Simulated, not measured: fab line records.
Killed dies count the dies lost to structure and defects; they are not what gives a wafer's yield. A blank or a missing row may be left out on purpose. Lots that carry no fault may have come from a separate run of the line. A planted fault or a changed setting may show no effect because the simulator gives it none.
fab line records | flow sky130
[record] lots = 12 | wafers = 34 | last-day = 50
route steps=708 shown METAL5@661 PAD_OPEN@708
lots that met no fault: taken from a fault-free run of the same line
start-h: start of the lot's first displayed wafer, in hours after the record's first day | wait-h: hours since the lot's step before | " as in the row above | L1.1+2: a single row standing in for several wafers | - value missing, or start not given | * or withheld: withheld | < > ~ a bound
route shown NAME@n: names a module that has steps shown in the file, with the first one's number in the route | usual: mean/standard deviation of fault-free wafers | same: alike in all rows | chamber/n: place in a boat | sites: the reading at each site | _std_site: how widely they spread, as a standard deviation | _edge_site: outer sites' mean less inner sites' | radius-mm: for every site, how far away it sits from the centre of the wafer | mask NAME#n: copy n | behind: tool/chamber where the wafer was last shaped | hold: why the lot was held/for how many hours/how that ended | device: the transistor (n, p or np) that didn't switch | end of line: tests of these same wafers at the route's end | where a step has no rows: the recipe by itself | killed: dies that structure and defects cost at the first sort, which is not the same as the wafer's yield | map: dies across one wafer; x = killed, . = not, _ = none there
set.NAME: the setting that was run; set.NAME@STEP: the one run at that earlier step | model.NAME: the simulator's own value behind a step, which no gauge read
the route's steps for a sample of lots (tables are steps, rows are wafers)
services: from which hour (start-h, from the record's first day; less than 0 if before it) a tool's chamber was out of use, for how many hours, and why
[[steps]]
[step SKY_METAL5_SPUTTER_00]
[recipe] material = Ti | target-thk-nm = 15 | power-w = 3000 | time-s = 10 | chamber-pressure-pa = 0.4
[usual] chamber-pressure-pa = 0.4000/0.00081 | throttle-valve-pct = 30.2/1
[same] time-s = 10
lot.wafer | tool           | chamber | start-h | wait-h | chamber-pressure-pa | throttle-valve-pct
L755.1    | pvd-sputter-03 | -       | 1004.79 | 0.1    | 0.4004              | 28.6
L755.2    | "              | -       | "       | "      | 0.4004              | 29.6
L755.3    | "              | -       | "       | "      | 0.4007              | 31.6
L757.4    | pvd-sputter-03 | -       | 1020.50 | 0.1    | 0.4006              | 28.8
L757.5    | "              | -       | "       | "      | 0.3996              | 30.9
L757.6    | "              | -       | "       | "      | 0.4002              | 28.8
L758.1    | pvd-sputter-03 | -       | 1035.33 | 0.1    | 0.4334              | 28.4
L765.3    | pvd-sputter-01 | -       | 1071.11 | 0.1    | 0.3993              | 29.2
L765.4    | "              | -       | "       | "      | 0.4000              | 30.7
L765.6    | "              | -       | "       | "      | 0.4007              | 30.6
L764.3    | pvd-sputter-01 | -       | 1075.60 | 0.2    | 0.4009              | 31.4
L764.4    | "              | -       | "       | "      | 0.3988              | 30.9
L764.5    | "              | -       | "       | "      | 0.3999              | 31.5
L772.2    | pvd-sputter-02 | -       | 1113.38 | 0.1    | 0.4000              | 27.8
L772.4    | "              | -       | "       | "      | 0.4007              | 30.3
L772.6    | "              | -       | "       | "      | 0.3987              | 30.2
L773.2    | pvd-sputter-01 | -       | 1120.27 | 0.2    | 0.4004              | 29.5
L773.3    | "              | -       | "       | "      | 0.3998              | 30.9
L773.6    | "              | -       | "       | "      | 0.4003              | 30.4
L775.2    | pvd-sputter-02 | -       | 1128.48 | 0.1    | 0.3989              | 30.8
L775.3    | "              | -       | "       | "      | 0.3996              | 30.1
L775.5    | "              | -       | "       | "      | 0.3990              | 30.3
L774.1    | pvd-sputter-01 | -       | 1131.95 | 0.1    | 0.3996              | 29.2
L774.3    | "              | -       | "       | "      | 0.4010              | 30.5
L774.5    | "              | -       | "       | "      | 0.3985              | 30.4
L776.1    | pvd-sputter-01 | -       | 1132.93 | 0.1    | 0.3990              | 31.4
L776.2    | "              | -       | "       | "      | 0.4006              | 30.2
L776.4    | "              | -       | "       | "      | 0.4009              | 29.4
L777.1    | pvd-sputter-01 | -       | 1137.94 | 0.2    | 0.4002              | 29.6
L777.2    | "              | -       | "       | "      | 0.4005              | 30.8
L777.4    | "              | -       | "       | "      | 0.3987              | 30.3
L778.1    | pvd-sputter-02 | -       | 1141.58 | 0.1    | 0.3991              | 31.0
L778.4    | "              | -       | "       | "      | 0.3987              | 30.6
L778.5    | "              | -       | "       | "      | 0.4004              | 28.0
[step SKY_METAL5_SPUTTER_01]
[recipe] material = TiN | target-thk-nm = 20 | power-w = 6500 | time-s = 16.7 | chamber-pressure-pa = 0.4
[usual] chamber-pressure-pa = 0.3999/0.00078 | throttle-valve-pct = 30.2/1.1
[same] time-s = 16.7
lot.wafer | tool           | chamber | start-h | wait-h | chamber-pressure-pa | throttle-valve-pct
L755.1    | pvd-sputter-03 | -       | 1004.81 | 0.0    | 0.3991              | 28.7
L755.2    | "              | -       | "       | "      | 0.3997              | 29.8
L755.3    | "              | -       | "       | "      | 0.3987              | 31.6
L757.4    | pvd-sputter-03 | -       | 1020.53 | 0.0    | 0.3999              | 28.7
L757.5    | "              | -       | "       | "      | 0.4000              | 30.9
L757.6    | "              | -       | "       | "      | 0.3996              | 28.8
L758.1    | pvd-sputter-03 | -       | 1035.36 | 0.0    | 0.3992              | 29.5
L765.3    | pvd-sputter-01 | -       | 1071.13 | 0.0    | 0.3993              | 29.7
L765.4    | "              | -       | "       | "      | 0.4002              | 30.9
L765.6    | "              | -       | "       | "      | 0.4010              | 30.5
L764.3    | pvd-sputter-01 | -       | 1075.62 | 0.0    | 0.3990              | 31.3
L764.4    | "              | -       | "       | "      | 0.3994              | 31.1
L764.5    | "              | -       | "       | "      | 0.3984              | 31.4
L772.2    | pvd-sputter-02 | -       | 1113.40 | 0.0    | 0.3993              | 27.9
L772.4    | "              | -       | "       | "      | 0.3998              | 30.0
L772.6    | "              | -       | "       | "      | 0.3994              | 30.4
L773.2    | pvd-sputter-01 | -       | 1120.29 | 0.0    | 0.4002              | 29.4
L773.3    | "              | -       | "       | "      | 0.3995              | 30.6
L773.6    | "              | -       | "       | "      | 0.3997              | 30.5
L775.2    | pvd-sputter-02 | -       | 1128.50 | 0.0    | 0.4007              | 30.6
L775.3    | "              | -       | "       | "      | 0.4002              | 30.1
L775.5    | "              | -       | "       | "      | 0.4010              | 30.4
L774.1    | pvd-sputter-01 | -       | 1131.97 | 0.0    | 0.4010              | 29.6
L774.3    | "              | -       | "       | "      | 0.4005              | 30.8
L774.5    | "              | -       | "       | "      | 0.4005              | 30.5
L776.1    | pvd-sputter-01 | -       | 1132.95 | 0.0    | 0.3997              | 31.7
L776.2    | "              | -       | "       | "      | 0.3993              | 30.3
L776.4    | "              | -       | "       | "      | 0.4012              | 29.6
L777.1    | pvd-sputter-01 | -       | 1137.96 | 0.0    | 0.4015              | 29.4
L777.2    | "              | -       | "       | "      | 0.3999              | 30.8
L777.4    | "              | -       | "       | "      | 0.4011              | 30.1
L778.1    | pvd-sputter-02 | -       | 1141.61 | 0.0    | 0.3993              | 30.7
L778.4    | "              | -       | "       | "      | 0.3987              | 30.6
L778.5    | "              | -       | "       | "      | 0.3993              | 28.1
[step SKY_METAL5_DESCUM_14]
[recipe] chemistry = O2 | source-power-w = 150 | bias-power-w = 0 | pressure-mtorr = 10 | temp-c = 40 | time-s = 11
[usual] drypump-motor-current-A = 5.6/0.33 | he-backside-leak-sccm = 3.4/0.34 | oes-product-au = 0.997/0.013
[same] time-s = 11
lot.wafer | tool         | chamber | start-h | wait-h | drypump-motor-current-A | he-backside-leak-sccm | oes-product-au | rf-hours-counter-h
L755.1    | rie-metal-02 | 0       | 1027.46 | 0.1    | 5.0                     | 3.6                   | 0.986          | 16
L755.2    | "            | 1       | "       | "      | 5.5                     | 3.1                   | 0.992          | 6
L755.3    | "            | 1       | "       | "      | 5.5                     | 3.1                   | 0.988          | -
L757.4    | rie-metal-01 | 0       | 1042.80 | 0.1    | 6.1                     | 3.0                   | 1.026          | -
L757.5    | "            | 1       | "       | "      | 5.7                     | 3.5                   | 0.988          | -
L757.6    | "            | 0       | "       | "      | 6.1                     | 2.9                   | 1.027          | -
L758.1    | rie-metal-01 | 1       | 1057.11 | 0.1    | 5.7                     | 3.3                   | 0.989          | 17
L765.3    | rie-metal-02 | 1       | 1092.23 | 0.1    | 5.6                     | 3.0                   | 0.980          | -
L765.4    | "            | 0       | "       | "      | 5.0                     | 3.6                   | 0.982          | -
L765.6    | "            | 0       | "       | "      | 5.0                     | 3.5                   | 0.983          | -
L764.3    | rie-metal-02 | 1       | 1096.48 | 0.1    | 5.5                     | 2.8                   | 0.989          | -
L764.4    | "            | 0       | "       | "      | 5.0                     | 3.5                   | 0.997          | -
L764.5    | "            | 0       | "       | "      | 5.0                     | 3.5                   | 0.990          | -
L772.2    | rie-metal-03 | 0       | 1132.69 | 0.1    | 5.8                     | 3.4                   | 0.994          | 20
L772.4    | "            | 0       | "       | "      | 5.8                     | 3.4                   | 0.998          | -
L772.6    | "            | 1       | "       | "      | 5.4                     | 3.4                   | 0.987          | -
L773.2    | rie-metal-01 | 0       | 1139.29 | 0.1    | 6.1                     | 3.1                   | 1.015          | 25
L773.3    | "            | 1       | "       | "      | 5.7                     | 6.6                   | 0.976          | -
L773.6    | "            | 1       | "       | "      | 5.7                     | 3.6                   | 0.976          | -
L775.2    | rie-metal-02 | 0       | 1147.01 | 0.1    | 5.0                     | 3.4                   | 0.991          | 25
L775.3    | "            | 1       | "       | "      | 5.5                     | 3.2                   | 1.002          | -
L775.5    | "            | 0       | "       | "      | 5.0                     | 3.4                   | 0.985          | -
L774.1    | rie-metal-01 | 1       | 1150.41 | 0.1    | 5.7                     | 3.1                   | 0.993          | 24
L774.3    | "            | 1       | "       | "      | 5.7                     | 3.0                   | 0.998          | -
L774.5    | "            | 1       | "       | "      | 5.7                     | 3.2                   | 0.998          | -
L776.1    | rie-metal-03 | 1       | 1151.86 | 0.1    | 5.4                     | 3.5                   | 0.992          | 27
L776.2    | "            | 0       | "       | "      | 5.8                     | 3.5                   | 0.992          | 22
L776.4    | "            | 0       | "       | "      | 5.8                     | 3.3                   | 0.998          | -
L777.1    | rie-metal-02 | 1       | 1156.64 | 0.1    | 5.5                     | 3.1                   | 0.999          | 16
L777.2    | "            | 0       | "       | "      | 5.0                     | 3.4                   | 0.981          | 26
L777.4    | "            | 1       | "       | "      | 5.6                     | 3.2                   | 0.992          | -
L778.1    | rie-metal-02 | 0       | 1159.56 | 0.1    | 5.0                     | 3.4                   | 0.986          | 27
L778.4    | "            | 1       | "       | "      | 5.6                     | 3.0                   | 1.000          | -
L778.5    | "            | 0       | "       | "      | 5.1                     | 3.6                   | 0.981          | -
[step SKY_METAL5_STRIP_16]
[recipe] chemistry = O2/N2 | power-w = 1400 | pressure-mtorr = 1500 | platen-temp-c = withheld | o2-flow-sccm = 3000 | n2-flow-sccm = 300 | overash-fraction = 0.5
[usual] drypump-motor-current-A = 5.94/0.27 | oes-product-au = 0.710/0.0049 | strip-time-to-endpoint-s = 13.11/0.16
lot.wafer | tool            | chamber | start-h | wait-h | drypump-motor-current-A | oes-product-au | rf-hours-counter-h | strip-time-to-endpoint-s
L755.1    | plasma-asher-03 | 1       | 1027.82 | 0.2    | 6.18                    | 0.713          | 27                 | 13.21
L755.2    | "               | 0       | "       | "      | 5.69                    | 0.707          | 27                 | 13.24
L755.3    | "               | 0       | "       | "      | 5.65                    | 0.707          | -                  | 13.19
L757.4    | plasma-asher-04 | 0       | 1043.09 | 0.1    | 6.04                    | 0.709          | -                  | 12.75
L757.5    | "               | 1       | "       | "      | 5.93                    | 0.718          | -                  | 13.12
L757.6    | "               | 0       | "       | "      | 6.03                    | 0.711          | -                  | 12.81
L758.1    | plasma-asher-03 | 0       | 1057.38 | 0.2    | 5.67                    | 0.702          | 30                 | 13.23
L765.3    | plasma-asher-04 | 1       | 1092.52 | 0.1    | 5.89                    | 0.719          | -                  | 13.22
L765.4    | "               | 0       | "       | "      | 6.03                    | 0.707          | -                  | 13.30
L765.6    | "               | 0       | "       | "      | 6.03                    | 0.710          | -                  | 13.23
L764.3    | plasma-asher-03 | 1       | 1096.77 | 0.1    | 6.16                    | 0.710          | -                  | 13.16
L764.4    | "               | 0       | "       | "      | 5.65                    | 0.701          | -                  | 13.22
L764.5    | "               | 0       | "       | "      | 5.66                    | 0.707          | -                  | 13.16
L772.2    | plasma-asher-03 | 1       | 1132.96 | 0.2    | 6.16                    | 0.708          | 38                 | 13.07
L772.4    | "               | 1       | "       | "      | 6.14                    | 0.710          | -                  | 13.06
L772.6    | "               | 1       | "       | "      | 6.16                    | 0.713          | -                  | 13.11
L773.2    | plasma-asher-01 | 1       | 1139.56 | 0.2    | 5.66                    | 0.707          | 8                  | 12.89
L773.3    | "               | 0       | "       | "      | 6.28                    | 0.704          | -                  | 13.37
L773.6    | "               | 1       | "       | "      | 5.64                    | 0.701          | -                  | 13.35
L775.2    | plasma-asher-04 | 1       | 1147.37 | 0.2    | 5.91                    | 0.706          | 72                 | 13.25
L775.3    | "               | 0       | "       | "      | 6.03                    | 0.709          | -                  | 12.87
L775.5    | "               | 0       | "       | "      | 6.05                    | 0.709          | -                  | 13.12
L774.1    | plasma-asher-03 | 1       | 1150.95 | 0.4    | 6.17                    | 0.714          | 39                 | 13.17
L774.3    | "               | 0       | "       | "      | 5.67                    | 0.712          | -                  | 13.25
L774.5    | "               | 1       | "       | "      | 6.14                    | 0.703          | -                  | 13.29
L776.1    | plasma-asher-04 | 0       | 1152.13 | 0.2    | 6.03                    | 0.708          | 72                 | 13.12
L776.2    | "               | 1       | "       | "      | 5.89                    | 0.707          | 72                 | 13.12
L776.4    | "               | 1       | "       | "      | 5.92                    | 0.710          | -                  | 13.15
L777.1    | plasma-asher-03 | 0       | 1157.00 | 0.2    | 5.64                    | 0.709          | 40                 | 13.12
L777.2    | "               | 1       | "       | "      | 6.15                    | 0.721          | 40                 | 13.28
L777.4    | "               | 1       | "       | "      | 6.15                    | 0.697          | -                  | 13.10
L778.1    | plasma-asher-01 | 0       | 1159.92 | 0.2    | 6.30                    | 0.703          | 10                 | 13.39
L778.4    | "               | 0       | "       | "      | 6.30                    | 0.711          | -                  | 13.12
L778.5    | "               | 1       | "       | "      | 5.66                    | 0.713          | -                  | 13.36
[step SKY_PAD_OPEN_PROBE_99]
[usual] defect-limited-yield = 82.7/2.1 | killed_at_M0_to_M3 = 43/7.2 | killed_at_M4_up = 3.2/1.8 | killed-at-contacts = 23/5.6 | killed-at-front-end = 15/4.6 | killed-at-other = 0.3/0.71 | killed-dies = 85/10 | killed-open = 46/7.8 | killed-short = 38/6.5 | sort_bin_3_pad_short = 0.8/0.38 | sort_bin_5_function = 10.2/1.5 | sort_bin_6_memory = 6.3/1.2 | sort-n-pass = 407/10 | sort-yield-pct = 82.7/2.1
[same] gross-dies = 492 | killed-at-back-side = 0 | sort_bin_4_leakage[%] = 0 | sort_bin_8_speed[%] = 0
lot.wafer | tool      | chamber | start-h | wait-h | defect-limited-yield[%] | killed_at_M0_to_M3 | killed_at_M4_up | killed-at-contacts | killed-at-front-end | killed-at-other | killed-dies | killed-open | killed-short | sort_bin_3_pad_short[%] | sort_bin_5_function[%] | sort_bin_6_memory[%] | sort-n-pass | sort-yield-pct[%]
L758.1    | prober-02 | -       | 1102.91 | 0.1    | 86.2                    | 43                 | 2               | 17                 | 6                   | 0               | 68          | 35          | 32           | 0.6                     | 7.3                    | 5.9                  | 424         | 86.2
L772.2    | prober-02 | -       | 1172.38 | 0.1    | 83.3                    | 39                 | 5               | 23                 | 14                  | 1               | 82          | 39          | 43           | 1.2                     | 9.3                    | 6.1                  | 410         | 83.3
L772.4    | prober-02 | -       | 1172.48 | 0.2    | 81.9                    | 45                 | 5               | 24                 | 15                  | 0               | 89          | 47          | 42           | 1.2                     | 9.6                    | 7.3                  | 403         | 81.9
L772.6    | prober-02 | -       | 1172.58 | 0.2    | 80.7                    | 48                 | 1               | 25                 | 20                  | 1               | 95          | 63          | 32           | 1.4                     | 10.4                   | 7.5                  | 397         | 80.7
L775.2    | prober-02 | -       | 1184.43 | 0.1    | 81.9                    | 38                 | 6               | 29                 | 16                  | 0               | 89          | 52          | 37           | 0.4                     | 11.0                   | 6.7                  | 403         | 81.9
L775.3    | prober-02 | -       | 1184.48 | 0.2    | 78.5                    | 54                 | 6               | 28                 | 18                  | 0               | 106         | 64          | 41           | 1.4                     | 11.0                   | 9.1                  | 386         | 78.5
L775.5    | prober-02 | -       | 1184.58 | 0.2    | 83.3                    | 47                 | 2               | 22                 | 11                  | 0               | 82          | 48          | 33           | 0.6                     | 10.4                   | 5.7                  | 410         | 83.3
L774.1    | prober-01 | -       | 1187.66 | 0.1    | 80.9                    | 35                 | 4               | 35                 | 20                  | 0               | 94          | 52          | 41           | 0.6                     | 10.2                   | 8.3                  | 398         | 80.9
L774.3    | prober-01 | -       | 1187.76 | 0.2    | 83.3                    | 36                 | 5               | 29                 | 12                  | 0               | 82          | 43          | 38           | 0.2                     | 10.8                   | 5.7                  | 410         | 83.3
L774.5    | prober-01 | -       | 1187.86 | 0.2    | 82.5                    | 41                 | 4               | 26                 | 15                  | 0               | 86          | 54          | 32           | 0.8                     | 9.6                    | 7.1                  | 406         | 82.5
L777.1    | prober-01 | -       | 1194.18 | 0.1    | 87.6                    | 32                 | 1               | 15                 | 13                  | 0               | 61          | 32          | 29           | 0.4                     | 6.5                    | 5.5                  | 431         | 87.6
L777.2    | prober-01 | -       | 1194.23 | 0.1    | 83.7                    | 48                 | 5               | 17                 | 10                  | 0               | 80          | 40          | 39           | 0.4                     | 10.4                   | 5.5                  | 412         | 83.7
L777.4    | prober-01 | -       | 1194.33 | 0.2    | 86.6                    | 37                 | 3               | 9                  | 16                  | 1               | 66          | 39          | 27           | 0.4                     | 7.7                    | 5.3                  | 426         | 86.6
L778.1    | prober-02 | -       | 1197.00 | 0.1    | 84.3                    | 39                 | 3               | 25                 | 10                  | 0               | 77          | 44          | 33           | 0.4                     | 10.2                   | 5.1                  | 415         | 84.3
L778.4    | prober-02 | -       | 1197.15 | 0.2    | 83.3                    | 35                 | 1               | 24                 | 22                  | 0               | 82          | 45          | 35           | 1.0                     | 9.8                    | 5.9                  | 410         | 83.3
L778.5    | prober-02 | -       | 1197.20 | 0.2    | 83.3                    | 38                 | 6               | 18                 | 19                  | 1               | 82          | 38          | 44           | 1.2                     | 9.6                    | 5.9                  | 410         | 83.3
// killed by level:class
L758.1 METAL2:geometric-particle:short=7 LI_CONTACT:geometric-particle:open=6 VIA1:geometric-particle:open=6 METAL1:geometric-particle:short=5 METAL3:geometric-particle:short=5 CONTACT:geometric-particle:open=4 VIA2:geometric-particle:short=4 VIA3:geometric-particle:short=4
L772.2 VIA1:geometric-particle:open=9 LI_CONTACT:geometric-particle:open=7 METAL2:geometric-particle:short=7 CONTACT:geometric-particle:open=6 METAL1:geometric-particle:short=5 FIELD_ISO:geometric-particle:short=4 POLY_GATE:geometric-particle:open=4 LI_CONTACT:geometric-particle:short=4
L772.4 VIA1:geometric-particle:open=9 CONTACT:geometric-particle:open=8 METAL1:geometric-particle:short=7 VIA2:geometric-particle:open=7 LI_CONTACT:geometric-particle:open=6 VIA3:geometric-particle:short=6 FIELD_ISO:geometric-particle:open=5 METAL2:geometric-particle:short=5
L772.6 VIA1:geometric-particle:open=15 CONTACT:geometric-particle:open=13 VIA2:geometric-particle:open=9 METAL2:geometric-particle:short=7 FIELD_ISO:geometric-particle:open=6 FIELD_ISO:geometric-particle:short=6 LI_CONTACT:geometric-particle:open=6 VIA3:geometric-particle:open=4
L775.2 CONTACT:geometric-particle:open=13 VIA1:geometric-particle:open=10 LI_CONTACT:geometric-particle:open=8 VIA3:geometric-particle:open=7 METAL1:geometric-particle:short=5 VIA1:geometric-particle:short=5 FIELD_ISO:geometric-particle:short=4 FIELD_ISO:geometric-particle:open=4
L775.3 CONTACT:geometric-particle:open=13 VIA3:geometric-particle:open=11 VIA1:geometric-particle:open=9 VIA2:geometric-particle:open=8 METAL2:geometric-particle:short=7 LI_CONTACT:geometric-particle:open=7 METAL1:geometric-particle:short=6 FIELD_ISO:geometric-particle:short=5
L775.5 VIA1:geometric-particle:open=12 VIA3:geometric-particle:open=8 CONTACT:geometric-particle:open=7 LI_CONTACT:geometric-particle:open=6 METAL3:geometric-particle:short=6 VIA2:geometric-particle:open=6 METAL2:geometric-particle:short=5 POLY_GATE:geometric-particle:open=4
L774.1 VIA1:geometric-particle:open=14 CONTACT:geometric-particle:open=11 CONTACT:geometric-particle:short=8 FIELD_ISO:geometric-particle:open=7 LI_CONTACT:geometric-particle:open=7 FIELD_ISO:geometric-particle:short=6 POLY_GATE:geometric-particle:short=6 LI_CONTACT:geometric-particle:short=4
L774.3 LI_CONTACT:geometric-particle:open=9 VIA1:geometric-particle:open=9 VIA1:geometric-particle:short=6 LI_CONTACT:geometric-particle:short=5 LOCAL_INTERCONNECT:geometric-particle:short=5 CONTACT:geometric-particle:open=5 METAL2:geometric-particle:short=4 VIA3:geometric-particle:open=4
L774.5 LI_CONTACT:geometric-particle:open=13 VIA3:geometric-particle:open=10 METAL1:geometric-particle:short=7 POLY_GATE:geometric-particle:open=6 VIA2:geometric-particle:open=6 CONTACT:geometric-particle:open=5 VIA1:geometric-particle:open=5 LOCAL_INTERCONNECT:geometric-particle:short=4
L777.1 VIA1:geometric-particle:open=8 LI_CONTACT:geometric-particle:open=7 METAL1:geometric-particle:short=5 CONTACT:geometric-particle:open=4 VIA1:geometric-particle:short=4 FIELD_ISO:geometric-particle:short=3 FIELD_ISO:geometric-particle:open=3 POLY_GATE:geometric-particle:short=3
L777.2 VIA1:geometric-particle:open=13 VIA2:geometric-particle:open=6 METAL2:geometric-particle:short=6 METAL3:geometric-particle:short=6 LI_CONTACT:geometric-particle:open=5 VIA2:geometric-particle:short=5 VIA3:geometric-particle:open=5 VIA3:geometric-particle:short=4
L777.4 VIA1:geometric-particle:open=11 VIA3:geometric-particle:open=5 VIA2:geometric-particle:open=5 POLY_GATE:geometric-particle:open=4 POLY_GATE:geometric-particle:short=4 METAL2:geometric-particle:short=4 FIELD_ISO:geometric-particle:short=3 FIELD_ISO:geometric-particle:open=3
L778.1 LI_CONTACT:geometric-particle:open=9 VIA2:geometric-particle:open=9 METAL1:geometric-particle:short=8 CONTACT:geometric-particle:open=8 VIA3:geometric-particle:open=7 METAL2:geometric-particle:short=4 POLY_GATE:geometric-particle:open=3 POLY_GATE:geometric-particle:short=3
L778.4 VIA2:geometric-particle:open=10 POLY_GATE:geometric-particle:short=7 CONTACT:geometric-particle:open=7 LI_CONTACT:geometric-particle:open=6 FIELD_ISO:geometric-particle:open=5 LOCAL_INTERCONNECT:geometric-particle:short=5 VIA3:geometric-particle:open=5 FIELD_ISO:geometric-particle:short=4
L778.5 METAL2:geometric-particle:short=7 CONTACT:geometric-particle:open=6 VIA3:geometric-particle:open=6 POLY_GATE:geometric-particle:open=5 LI_CONTACT:geometric-particle:open=5 METAL1:geometric-particle:short=5 VIA1:geometric-particle:open=5 METAL3:geometric-particle:short=5
[[services]]
tool            | chamber | start-h | hours | kind
pvd-sputter-01  | -       | 998.38  | 2.1   | repair
rie-metal-02    | -       | 1002.41 | 0.1   | repair
rie-metal-02    | 0       | 1005.71 | 1.6   | repair
rie-metal-01    | 1       | 1027.81 | 12.4  | repair
pvd-sputter-02  | -       | 1047.64 | 4.9   | repair
rie-metal-01    | -       | 1050.84 | 0.1   | repair
plasma-asher-01 | -       | 1055.25 | 9.0   | pm
plasma-asher-01 | 0       | 1055.25 | 9.0   | vent-cycle
plasma-asher-01 | 1       | 1055.25 | 9.0   | vent-cycle
rie-metal-02    | -       | 1059.96 | 1.4   | pm
pvd-sputter-01  | -       | 1063.41 | 7.6   | repair
plasma-asher-01 | 0       | 1064.25 | -     | clean
pvd-sputter-01  | -       | 1079.57 | 3.6   | repair
pvd-sputter-03  | -       | 1085.15 | 4.0   | repair
plasma-asher-03 | -       | 1091.59 | 3.1   | repair
pvd-sputter-02  | -       | 1103.67 | 3.2   | repair
plasma-asher-03 | -       | 1111.84 | 4.3   | pm
plasma-asher-04 | -       | 1118.71 | 14.6  | pm
plasma-asher-04 | -       | 1133.31 | 2.8   | pm
plasma-asher-03 | -       | 1140.41 | 1.0   | repair
rie-metal-01    | 0       | 1141.45 | -     | clean
rie-metal-01    | 0       | 1141.45 | -     | consumable-replace:focus-ring
rie-metal-01    | 0       | 1141.45 | 12.6  | scheduled-down
rie-metal-01    | 0       | 1141.45 | 12.6  | vent-cycle
[[key]]
[first-sign] step = SKY_METAL5_SPUTTER_00 | reading = chamber-pressure-pa | direction = up | sigmas = 41 | usual = 0.4000 | struck = 0.4334
effect none on later readings
met-at SKY_METAL5_SPUTTER_00
struck-lots L758
struck-wafers L758.1
not-acting-at SKY_METAL5_SPUTTER_01,SKY_METAL5_DESCUM_14,SKY_METAL5_STRIP_16
onset-between 1004.79 1035.33
[earlier-fault] kind = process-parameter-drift | tool = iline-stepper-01 | chamber = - | onset-h = 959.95 | steps = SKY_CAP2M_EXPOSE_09 | channel = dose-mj | offset = 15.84 | shape = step | acts-in = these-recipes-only | stated = 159
[fault] kind = process-parameter-drift | tool = pvd-sputter-03 | chamber = - | onset-h = 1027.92 | steps = SKY_METAL5_SPUTTER_00 | channel = chamber-pressure-pa | offset = 0.03377 | shape = step | acts-in = these-recipes-only | stated = 0.4 | scope = struck-wafers-only
